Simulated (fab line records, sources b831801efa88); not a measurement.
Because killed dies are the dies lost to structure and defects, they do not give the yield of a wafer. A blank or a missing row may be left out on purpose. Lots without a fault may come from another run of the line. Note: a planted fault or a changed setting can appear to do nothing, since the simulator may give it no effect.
fab line records	flow sky130
record lots=6	wafers=18	last_day=50
route steps=708 shown VIA1@473 METAL2@483 PAD_OPEN@708
lots that met no fault: taken from a fault-free run of the same line
start_h: hours from the record's first day to the start of the lot's first wafer shown	wait_h: hours from the lot's prior step to this one	" unchanged from the row above	L1.1+2: one row covering several wafers at once	- value missing, or start not given	* or withheld: withheld	< > ~ a bound
route shown NAME@n: NAME is a module with steps in the file, n the number in the route of the first one	usual: mean/standard deviation taken from wafers without a fault	same: alike in all rows	chamber/n: place in a boat	sites: each site's reading	_std_site: their standard deviation	_edge_site: mean of outer sites minus mean of inner sites	radius_mm: how far each site lies from the wafer's centre	mask NAME#n: copy n	behind: the tool/chamber that last shaped the wafer	hold: why the lot was held/for how many hours/how that ended	device: transistor that didn't switch, given as n, p or np	end of line: at the end of the route, the tests of the same wafers	a step with no rows: only its recipe	killed: at the first sort, the dies lost to defects and structure; wafer yield is something else	map: shows each die of a wafer: x if killed, . if not, _ if none is there
set.NAME: setting as actually run; set.NAME@STEP: the setting as run at that earlier step	model.NAME: the simulator's own value behind a step, which no gauge read
lots at selected steps of the route; one table per step, one row per wafer
services: from which hour (start_h, from the record's first day; less than 0 if before it) a tool's chamber was out of use, for how many hours, and why
## steps
# step SKY_VIA1_ETCH_15
# recipe target=SiO2	chemistry=C4F8/O2/Ar	target_depth_nm=351	stop_on=TiN	mask_material=KrF-thick	source_w=1500	bias_w=1200	pressure_mtorr=40	c4f8_flow_sccm=withheld	O2_flow_sccm=6	Ar_flow_sccm=300	time_s=54
# step SKY_VIA1_STRIP_16
# recipe chemistry=O2/N2	power_w=1400	pressure_mtorr=1500	platen_temp_c=withheld	o2_flow_sccm=3000	n2_flow_sccm=300	overash_fraction=0.5
# usual drypump_motor_current_A=5.5/0.45	oes_product_au=0.416/0.0048	strip_time_to_endpoint_s=4.457/0.026
# same overash_fraction=0.5
lot.wafer	tool	chamber	start_h	wait_h	drypump_motor_current_A	oes_product_au	rf_hours_counter_h	strip_time_to_endpoint_s
L755.1	plasma_asher-01	1	829.79	0.0	5.8	0.417	39	4.462
L755.2	"	0	"	"	4.9	0.411	39	4.460
L755.6	"	1	"	"	5.8	0.414	-	4.446
L760.1	plasma_asher-01	0	833.99	0.0	4.9	0.418	40	4.455
L760.5	"	1	"	"	5.8	0.414	-	4.449
L760.6	"	0	"	"	4.9	0.419	-	4.459
L762.1	plasma_asher-01	1	847.76	0.0	5.8	0.408	42	4.416
L762.2	"	0	"	"	4.9	0.420	42	4.483
L762.5	"	1	"	"	5.8	0.418	-	4.465
L764.1	plasma_asher-02	1	871.30	0.0	5.4	0.410	104	4.504
L764.2	"	0	"	"	6.0	0.414	104	4.491
L764.5	"	1	"	"	5.4	0.421	-	4.502
L774.2	plasma_asher-03	0	942.55	0.0	6.0	0.414	19	4.470
L774.4	"	1	"	"	4.9	0.421	-	4.458
L774.5	"	1	"	"	5.0	0.417	-	4.443
L775.1	plasma_asher-01	0	949.55	0.0	4.9	0.419	52	4.450
L775.4	"	0	"	"	4.9	0.422	-	4.510
L775.5	"	1	"	"	5.8	0.409	-	4.479
# step SKY_VIA1_STRIP_17
# recipe chemistry=post_etch_residue_remover	time_s=1200	temp_c=72.5
# step SKY_VIA1_CLEAN_18
# recipe chemistry=IPA	time_s=180	temp_c=25
# step SKY_VIA1_CLEAN_19
# recipe chemistry=O3/DIW	dry=n2_spin
# step SKY_VIA1_SPUTTER_20
# recipe material=TiN	target_thk_nm=20	chamber_pressure_pa=5	power_w=4000	time_s=80
# step SKY_VIA1_CVD_21
# recipe material=W	target_thk_nm=270	time_s=80.902	temp_c=400	pressure_torr=40
# usual heater_power_w=834/61
lot.wafer	tool	chamber	start_h	wait_h	heater_power_w
L755.1	cvd_w-02	0	830.44	0.0	802
L755.2	"	1	"	"	797
L755.6	"	0	"	"	796
L760.1	cvd_w-02	0	834.70	0.0	796
L760.5	"	1	"	"	789
L760.6	"	0	"	"	807
L762.1	cvd_w-01	0	848.46	0.0	838
L762.2	"	1	"	"	925
L762.5	"	0	"	"	858
L764.1	cvd_w-02	0	871.96	0.0	822
L764.2	"	1	"	"	794
L764.5	"	1	"	"	783
L774.2	cvd_w-01	1	943.20	0.0	925
L774.4	"	1	"	"	930
L774.5	"	1	"	"	897
L775.1	cvd_w-02	1	950.21	0.0	811
L775.4	"	1	"	"	807
L775.5	"	1	"	"	783
# step SKY_VIA1_RS_MEAS_22
# recipe thk_meas_gauge=four-point-probe	reads=W_of_VIA1_CVD_21+TiN_of_VIA1_SPUTTER_20
# usual VIA1_W_RS=0.425/0.0057
lot.wafer	tool	chamber	start_h	wait_h	VIA1_W_RS[ohm/sq]
L755.1	film_metro-01	-	830.53	0.1	0.433
L755.2	"	-	"	"	0.434
L755.6	"	-	"	"	0.432
L760.1	film_metro-02	-	834.79	0.1	0.439
L760.5	"	-	"	"	0.430
L760.6	"	-	"	"	0.431
L762.1	film_metro-04	-	848.55	0.1	0.418
L762.2	"	-	"	"	0.417
L762.5	"	-	"	"	0.423
L764.1	film_metro-04	-	872.05	0.1	0.431
L764.2	"	-	"	"	0.424
L764.5	"	-	"	"	0.425
L774.2	film_metro-04	-	943.31	0.1	0.419
L774.4	"	-	"	"	0.423
L774.5	"	-	"	"	0.420
L775.1	film_metro-04	-	950.30	0.1	0.421
L775.4	"	-	"	"	0.426
L775.5	"	-	"	"	0.422
# step SKY_VIA1_THK_MEAS_23
# recipe thk_meas_gauge=xrf	reads=W_of_VIA1_CVD_21
# usual VIA1_W_THK=273/4.5
lot.wafer	tool	chamber	start_h	wait_h	VIA1_W_THK[nm]
L755.1	film_metro-01	-	830.65	0.1	265
L755.2	"	-	"	"	265
L755.6	"	-	"	"	268
L760.1	film_metro-02	-	834.91	0.1	265
L760.5	"	-	"	"	271
L760.6	"	-	"	"	271
L762.1	film_metro-04	-	848.67	0.1	281
L762.2	"	-	"	"	282
L762.5	"	-	"	"	279
L764.1	film_metro-04	-	872.17	0.1	270
L764.2	"	-	"	"	275
L764.5	"	-	"	"	274
L774.2	film_metro-04	-	943.42	0.1	279
L774.4	"	-	"	"	278
L774.5	"	-	"	"	279
L775.1	film_metro-04	-	950.42	0.1	278
L775.4	"	-	"	"	275
L775.5	"	-	"	"	278
# step SKY_VIA1_CMP_24
# recipe stop_on=SiO2	t_overpolish_s=15	down_force_psi=3.5	platen_rpm=60	target_thk_nm=0	pad_velocity_m_s=0.94248
# step SKY_METAL2_SPUTTER_00
# recipe material=Ti	target_thk_nm=15	power_w=3000	time_s=10	chamber_pressure_pa=0.4
# usual throttle_valve_pct=30.4/0.84
lot.wafer	tool	chamber	start_h	wait_h	throttle_valve_pct
L755.1	pvd_sputter-04	-	831.01	0.1	30.1
L755.2	"	-	"	"	30.9
L755.6	"	-	"	"	30.2
L760.1	pvd_sputter-04	-	835.27	0.2	30.3
L760.5	"	-	"	"	30.0
L760.6	"	-	"	"	31.1
L762.1	pvd_sputter-04	-	849.03	0.1	30.2
L762.2	"	-	"	"	30.2
L762.5	"	-	"	"	29.8
L764.1	pvd_sputter-02	-	872.53	0.1	31.7
L764.2	"	-	"	"	30.0
L764.5	"	-	"	"	30.8
L774.2	pvd_sputter-04	-	943.77	0.1	30.3
L774.4	"	-	"	"	30.6
L774.5	"	-	"	"	30.6
L775.1	pvd_sputter-04	-	950.78	0.2	31.0
L775.4	"	-	"	"	30.0
L775.5	"	-	"	"	31.4
# step SKY_METAL2_SPUTTER_01
# recipe material=TiN	target_thk_nm=20	power_w=6500	time_s=16.7	chamber_pressure_pa=0.4
# step SKY_METAL2_SPUTTER_02
# recipe material=AlCu	target_thk_nm=250	power_w=10600	time_s=13.3	chamber_pressure_pa=0.4
# usual throttle_valve_pct=30.4/0.82
lot.wafer	tool	chamber	start_h	wait_h	throttle_valve_pct	model.AlCu_of_METAL2_SPUTTER_02.thk_nm
L755.1	pvd_sputter-04	-	831.06	0.0	30.2	250.8
L755.2	"	-	"	"	30.8	248.2
L755.6	"	-	"	"	30.4	251.5
L760.1	pvd_sputter-04	-	835.32	0.0	30.6	255.4
L760.5	"	-	"	"	29.9	254.5
L760.6	"	-	"	"	30.9	253.5
L762.1	pvd_sputter-04	-	849.08	0.0	29.9	249.6
L762.2	"	-	"	"	30.2	250.1
L762.5	"	-	"	"	30.2	247.4
L764.1	pvd_sputter-02	-	872.58	0.0	31.5	253.2
L764.2	"	-	"	"	29.6	246.9
L764.5	"	-	"	"	30.9	249.6
L774.2	pvd_sputter-04	-	943.82	0.0	30.4	217.4
L774.4	"	-	"	"	31.0	221.2
L774.5	"	-	"	"	30.7	219.9
L775.1	pvd_sputter-04	-	950.83	0.0	30.8	224.1
L775.4	"	-	"	"	30.0	220.1
L775.5	"	-	"	"	30.9	221.7
# step SKY_METAL2_SPUTTER_03
# recipe material=Ti	target_thk_nm=5	power_w=3000	time_s=3.3	chamber_pressure_pa=0.4
# usual throttle_valve_pct=30.4/0.84
lot.wafer	tool	chamber	start_h	wait_h	throttle_valve_pct
L755.1	pvd_sputter-04	-	831.08	0.0	30.4
L755.2	"	-	"	"	30.7
L755.6	"	-	"	"	30.5
L760.1	pvd_sputter-04	-	835.34	0.0	30.2
L760.5	"	-	"	"	30.0
L760.6	"	-	"	"	30.6
L762.1	pvd_sputter-04	-	849.10	0.0	30.2
L762.2	"	-	"	"	30.5
L762.5	"	-	"	"	30.0
L764.1	pvd_sputter-02	-	872.60	0.0	31.7
L764.2	"	-	"	"	29.9
L764.5	"	-	"	"	30.9
L774.2	pvd_sputter-04	-	943.84	0.0	30.2
L774.4	"	-	"	"	30.7
L774.5	"	-	"	"	30.7
L775.1	pvd_sputter-04	-	950.85	0.0	30.7
L775.4	"	-	"	"	30.1
L775.5	"	-	"	"	31.3
# step SKY_METAL2_SPUTTER_04
# recipe material=TiN	target_thk_nm=70	power_w=6500	time_s=58.3	chamber_pressure_pa=0.4
# usual throttle_valve_pct=30.4/0.83
lot.wafer	tool	chamber	start_h	wait_h	throttle_valve_pct
L755.1	pvd_sputter-04	-	831.10	0.0	30.3
L755.2	"	-	"	"	30.7
L755.6	"	-	"	"	30.3
L760.1	pvd_sputter-04	-	835.36	0.0	30.4
L760.5	"	-	"	"	30.1
L760.6	"	-	"	"	30.6
L762.1	pvd_sputter-04	-	849.12	0.0	30.0
L762.2	"	-	"	"	30.2
L762.5	"	-	"	"	30.2
L764.1	pvd_sputter-02	-	872.62	0.0	31.6
L764.2	"	-	"	"	29.7
L764.5	"	-	"	"	30.9
L774.2	pvd_sputter-04	-	943.86	0.0	30.2
L774.4	"	-	"	"	30.9
L774.5	"	-	"	"	30.8
L775.1	pvd_sputter-04	-	950.87	0.0	30.9
L775.4	"	-	"	"	30.0
L775.5	"	-	"	"	30.7
# step SKY_METAL2_RS_MEAS_05
# recipe thk_meas_gauge=four-point-probe	reads=TiN_of_METAL2_SPUTTER_04+Ti_of_METAL2_SPUTTER_03+AlCu_of_METAL2_SPUTTER_02+TiN_of_METAL2_SPUTTER_01+Ti_of_METAL2_SPUTTER_00
# usual METAL2_ALCU_RS=0.1266/0.0014
lot.wafer	tool	chamber	start_h	wait_h	METAL2_ALCU_RS[ohm/sq]
L755.1	film_metro-03	-	831.15	0.0	0.1261
L755.2	"	-	"	"	0.1274
L755.6	"	-	"	"	0.1258
L760.1	film_metro-03	-	835.41	0.0	0.1239
L760.5	"	-	"	"	0.1242
L760.6	"	-	"	"	0.1249
L762.1	film_metro-03	-	849.17	0.0	0.1271
L762.2	"	-	"	"	0.1267
L762.5	"	-	"	"	0.1284
L764.1	film_metro-03	-	872.67	0.0	0.1252
L764.2	"	-	"	"	0.1289
L764.5	"	-	"	"	0.1271
L774.2	film_metro-01	-	943.93	0.0	0.1458
L774.4	"	-	"	"	0.1431
L774.5	"	-	"	"	0.1442
L775.1	film_metro-01	-	950.92	0.0	0.1415
L775.4	"	-	"	"	0.1444
L775.5	"	-	"	"	0.1430
# step SKY_METAL2_THK_MEAS_06
# recipe thk_meas_gauge=xrf	reads=AlCu_of_METAL2_SPUTTER_02
# usual METAL2_ALCU_THK=247/3.1
lot.wafer	tool	chamber	start_h	wait_h	METAL2_ALCU_THK[nm]
L755.1	film_metro-03	-	831.27	0.1	248
L755.2	"	-	"	"	244
L755.6	"	-	"	"	248
L760.1	film_metro-03	-	835.53	0.1	250
L760.5	"	-	"	"	250
L760.6	"	-	"	"	249
L762.1	film_metro-03	-	849.29	0.1	243
L762.2	"	-	"	"	243
L762.5	"	-	"	"	242
L764.1	film_metro-03	-	872.79	0.1	250
L764.2	"	-	"	"	240
L764.5	"	-	"	"	246
L774.2	film_metro-01	-	944.04	0.1	215
L774.4	"	-	"	"	220
L774.5	"	-	"	"	218
L775.1	film_metro-01	-	951.04	0.1	221
L775.4	"	-	"	"	219
L775.5	"	-	"	"	220
# step SKY_METAL2_DEHYDRATE_07
# recipe temp_c=200	time_s=60
# step SKY_PAD_OPEN_PROBE_99
# usual defect_limited_yield=82.4/1.9	killed_at_M0_to_M3=45/7.5	killed_at_M4_up=2.8/1.9	killed_at_contacts=25/5.5	killed_at_front_end=14/4	killed_at_other=0.3/0.75	killed_dies=87/9.4	killed_on_rim=17/3.8	killed_open=47/6.6	killed_short=39/6.6	sort_bin_3_pad_short=0.9/0.39	sort_bin_5_function=10.4/1.5	sort_bin_6_memory=6.3/1.2	sort_n_pass=405/9.4	sort_yield_pct=82.4/1.9
# same gross_dies=492	killed_at_back_side=0	sort_bin_4_leakage[%]=0	sort_bin_8_speed[%]=0
lot.wafer	tool	chamber	start_h	wait_h	defect_limited_yield[%]	killed_at_M0_to_M3	killed_at_M4_up	killed_at_contacts	killed_at_front_end	killed_at_other	killed_dies	killed_on_rim	killed_open	killed_short	sort_bin_3_pad_short[%]	sort_bin_5_function[%]	sort_bin_6_memory[%]	sort_n_pass	sort_yield_pct[%]	model.etest.met2.line_ohm_um	model.etest.met2.rs_ohm_sq
L755.1	prober-02	-	1106.70	0.1	83.3	43	2	26	11	0	82	19	48	34	0.4	10.0	6.3	410	83.3	0.9377	0.128
L755.2	prober-02	-	1106.75	0.1	84.8	41	3	26	5	0	75	14	37	38	0.6	9.6	5.1	417	84.8	0.924	0.1293
L755.6	prober-02	-	1106.95	0.2	82.5	48	0	23	15	0	86	18	52	34	0.6	9.3	7.5	406	82.5	0.9455	0.1284
L760.1	prober-01	-	1111.37	0.1	83.1	53	0	20	10	0	83	12	46	37	1.2	11.0	4.7	409	83.1	0.9157	0.1263
L760.5	prober-01	-	1111.57	0.2	81.1	45	2	30	16	0	93	20	45	48	0.6	12.6	5.7	399	81.1	0.9479	0.1256
L760.6	prober-01	-	1111.62	0.2	80.5	52	5	16	16	7	96	14	50	39	1.4	12.0	6.1	396	80.5	0.9336	0.1268
L762.1	prober-01	-	1122.16	0.1	82.3	38	2	29	18	0	87	24	43	43	0.2	9.8	7.7	405	82.3	0.8787	0.1285
L762.2	prober-01	-	1122.21	0.1	87.6	33	2	10	16	0	61	11	36	25	1.2	7.1	4.1	431	87.6	0.9096	0.1288
L762.5	prober-01	-	1122.36	0.2	81.5	49	1	28	13	0	91	22	46	45	1.0	11.8	5.7	401	81.5	0.918	0.1283
L764.1	prober-02	-	1139.63	0.1	84.6	41	4	18	13	0	76	14	45	31	0.6	8.9	5.9	416	84.6	0.9001	0.1273
L764.2	prober-02	-	1139.68	0.1	83.1	38	5	21	19	0	83	18	48	35	0.4	10.4	6.1	409	83.1	0.9459	0.1294
L764.5	prober-02	-	1139.83	0.2	83.3	34	2	24	22	0	82	14	46	36	1.0	10.2	5.5	410	83.3	0.904	0.1275
L774.2	prober-01	-	1189.57	0.1	81.9	45	2	25	17	0	89	17	53	36	0.6	9.8	7.7	403	81.9	1.116	0.149
L774.4	prober-01	-	1189.67	0.2	80.9	54	7	21	12	0	94	24	51	42	1.6	12.4	5.1	398	80.9	1.087	0.1464
L774.5	prober-01	-	1189.72	0.2	82.7	46	2	24	13	0	85	17	50	35	1.6	9.1	6.5	407	82.7	1.084	0.1467
L775.1	prober-02	-	1196.17	0.1	81.1	46	2	29	16	0	93	17	41	52	1.4	10.0	7.5	399	81.1	1.009	0.1455
L775.4	prober-02	-	1196.32	0.2	82.1	48	0	28	12	0	88	15	57	31	0.8	12.0	5.1	404	82.1	1.082	0.1469
L775.5	prober-02	-	1196.37	0.2	81.5	43	4	31	12	1	91	16	46	45	0.6	10.8	7.1	401	81.5	1.068	0.1443
# killed by level:class
L755.1 CONTACT:geometric_particle:open=10 VIA1:geometric_particle:open=10 VIA3:geometric_particle:open=8 LI_CONTACT:geometric_particle:open=7 CONTACT:geometric_particle:short=5 VIA2:geometric_particle:open=5 VIA3:geometric_particle:short=5 METAL1:geometric_particle:short=4
L755.2 CONTACT:geometric_particle:open=10 VIA1:geometric_particle:open=6 METAL3:geometric_particle:short=6 LI_CONTACT:geometric_particle:open=5 LOCAL_INTERCONNECT:geometric_particle:short=4 CONTACT:geometric_particle:short=4 METAL1:geometric_particle:short=4 METAL2:geometric_particle:short=4
L755.6 VIA1:geometric_particle:open=19 CONTACT:geometric_particle:open=7 VIA3:geometric_particle:open=6 CONTACT:geometric_particle:short=6 METAL2:geometric_particle:short=6 FIELD_ISO:geometric_particle:open=5 LI_CONTACT:geometric_particle:open=5 METAL3:geometric_particle:short=4
L760.1 VIA1:geometric_particle:open=13 VIA2:geometric_particle:open=9 LI_CONTACT:geometric_particle:open=7 LOCAL_INTERCONNECT:geometric_particle:short=6 METAL2:geometric_particle:short=6 METAL1:geometric_particle:short=5 VIA3:geometric_particle:short=5 VIA3:geometric_particle:open=5
L760.5 CONTACT:geometric_particle:open=9 LOCAL_INTERCONNECT:geometric_particle:short=7 METAL2:geometric_particle:short=7 LI_CONTACT:geometric_particle:open=6 VIA2:geometric_particle:open=6 VIA3:geometric_particle:open=6 METAL3:geometric_particle:short=6 FIELD_ISO:geometric_particle:short=5
L760.6 VIA3:geometric_particle:open=11 VIA1:geometric_particle:open=9 CONTACT:geometric_particle:open=7 PASSIVATION:area_etch=7 VIA2:geometric_particle:open=6 VIA3:geometric_particle:short=6 FIELD_ISO:geometric_particle:open=5 FIELD_ISO:geometric_particle:short=4
L762.1 CONTACT:geometric_particle:open=10 METAL1:geometric_particle:short=8 LI_CONTACT:geometric_particle:open=7 CONTACT:geometric_particle:short=6 VIA1:geometric_particle:open=6 FIELD_ISO:geometric_particle:short=4 FIELD_ISO:geometric_particle:open=4 POLY_GATE:geometric_particle:open=4
L762.2 VIA1:geometric_particle:open=9 FIELD_ISO:geometric_particle:short=6 FIELD_ISO:geometric_particle:open=5 LI_CONTACT:geometric_particle:open=5 VIA2:geometric_particle:short=5 VIA2:geometric_particle:open=5 CONTACT:geometric_particle:open=3 METAL3:geometric_particle:short=3
L762.5 VIA1:geometric_particle:open=11 CONTACT:geometric_particle:open=10 METAL2:geometric_particle:short=7 VIA2:geometric_particle:open=7 METAL1:geometric_particle:short=7 CONTACT:geometric_particle:short=6 VIA3:geometric_particle:open=5 LI_CONTACT:geometric_particle:short=4
L764.1 VIA1:geometric_particle:open=11 CONTACT:geometric_particle:open=7 LI_CONTACT:geometric_particle:open=6 VIA1:geometric_particle:short=6 VIA3:geometric_particle:open=6 FIELD_ISO:geometric_particle:open=4 VIA2:geometric_particle:short=4 FIELD_ISO:geometric_particle:short=3
L764.2 VIA3:geometric_particle:open=12 VIA1:geometric_particle:open=8 CONTACT:geometric_particle:open=7 LI_CONTACT:geometric_particle:open=6 FIELD_ISO:geometric_particle:short=5 CONTACT:geometric_particle:short=5 FIELD_ISO:geometric_particle:open=4 METAL1:geometric_particle:short=4
L764.5 CONTACT:geometric_particle:open=12 VIA1:geometric_particle:open=8 FIELD_ISO:geometric_particle:open=7 POLY_GATE:geometric_particle:short=6 VIA2:geometric_particle:open=6 METAL1:geometric_particle:short=5 POLY_GATE:geometric_particle:open=4 LOCAL_INTERCONNECT:geometric_particle:short=4
L774.2 CONTACT:geometric_particle:open=16 VIA1:geometric_particle:open=11 VIA1:geometric_particle:short=8 VIA3:geometric_particle:open=6 VIA2:geometric_particle:open=6 LI_CONTACT:geometric_particle:open=4 CONTACT:geometric_particle:short=4 METAL1:geometric_particle:short=4
L774.4 VIA1:geometric_particle:open=17 CONTACT:geometric_particle:open=9 CONTACT:geometric_particle:short=8 VIA3:geometric_particle:open=7 VIA1:geometric_particle:short=6 VIA3:geometric_particle:short=5 VIA2:geometric_particle:open=5 FIELD_ISO:geometric_particle:short=4
L774.5 VIA3:geometric_particle:open=11 VIA1:geometric_particle:open=9 CONTACT:geometric_particle:open=8 LI_CONTACT:geometric_particle:open=7 METAL1:geometric_particle:short=7 VIA1:geometric_particle:short=7 VIA2:geometric_particle:open=5 CONTACT:geometric_particle:short=5
L775.1 CONTACT:geometric_particle:open=13 METAL2:geometric_particle:short=9 VIA1:geometric_particle:open=7 VIA2:geometric_particle:short=7 CONTACT:geometric_particle:short=6 POLY_GATE:geometric_particle:short=5 VIA3:geometric_particle:open=5 POLY_GATE:geometric_particle:open=4
L775.4 CONTACT:geometric_particle:open=15 VIA1:geometric_particle:open=11 VIA3:geometric_particle:open=10 METAL1:geometric_particle:short=8 LI_CONTACT:geometric_particle:open=6 VIA2:geometric_particle:open=6 VIA1:geometric_particle:short=4 POLY_GATE:geometric_particle:open=3
L775.5 CONTACT:geometric_particle:open=12 VIA1:geometric_particle:open=8 VIA3:geometric_particle:open=8 LI_CONTACT:geometric_particle:open=7 VIA1:geometric_particle:short=7 LOCAL_INTERCONNECT:geometric_particle:short=5 VIA2:geometric_particle:short=5 POLY_GATE:geometric_particle:short=4
## services
tool	chamber	start_h	hours	kind
plasma_asher-02	-	815.24	0.8	repair
plasma_asher-02	-	829.63	14.6	pm
plasma_asher-03	-	871.07	14.6	pm
cvd_w-02	-	874.14	0.8	repair
cvd_w-01	1	888.22	5.7	repair
cvd_w-02	0	893.97	27.0	repair
cvd_w-02	-	904.00	14.0	pm
cvd_w-02	0	904.00	17.0	vent_cycle
cvd_w-02	1	904.00	14.0	vent_cycle
pvd_sputter-02	-	908.84	7.0	repair
plasma_asher-01	-	909.16	2.8	pm
cvd_w-02	0	918.00	-	clean
cvd_w-02	1	918.00	-	clean
cvd_w-02	0	921.55	8.4	repair
## key
first_sign step=SKY_METAL2_RS_MEAS_05	reading=METAL2_ALCU_RS	direction=up	sigmas=12	usual=0.1266	struck=0.1437
effect step=SKY_METAL2_THK_MEAS_06	reading=METAL2_ALCU_THK	direction=down	sigmas=9	usual=247	struck=219
model_effect step=SKY_METAL2_SPUTTER_02	value=AlCu_of_METAL2_SPUTTER_02.thk_nm	without=250	struck=220.7
model_effect step=SKY_PAD_OPEN_PROBE_99	value=etest.met2.line_ohm_um	without=0.9442	struck=1.074
met_at SKY_METAL2_SPUTTER_02
struck_wafers L774.2,L774.4,L774.5,L775.1,L775.4,L775.5
onset_between 849.08 943.82
also_fits time
fault kind=process_parameter_drift	tool=pvd_sputter-04	chamber=-	onset_h=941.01	steps=SKY_METAL2_SPUTTER_02	channel=time_s	offset=*	shape=step	end_h=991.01	acts_in=*	stated=*
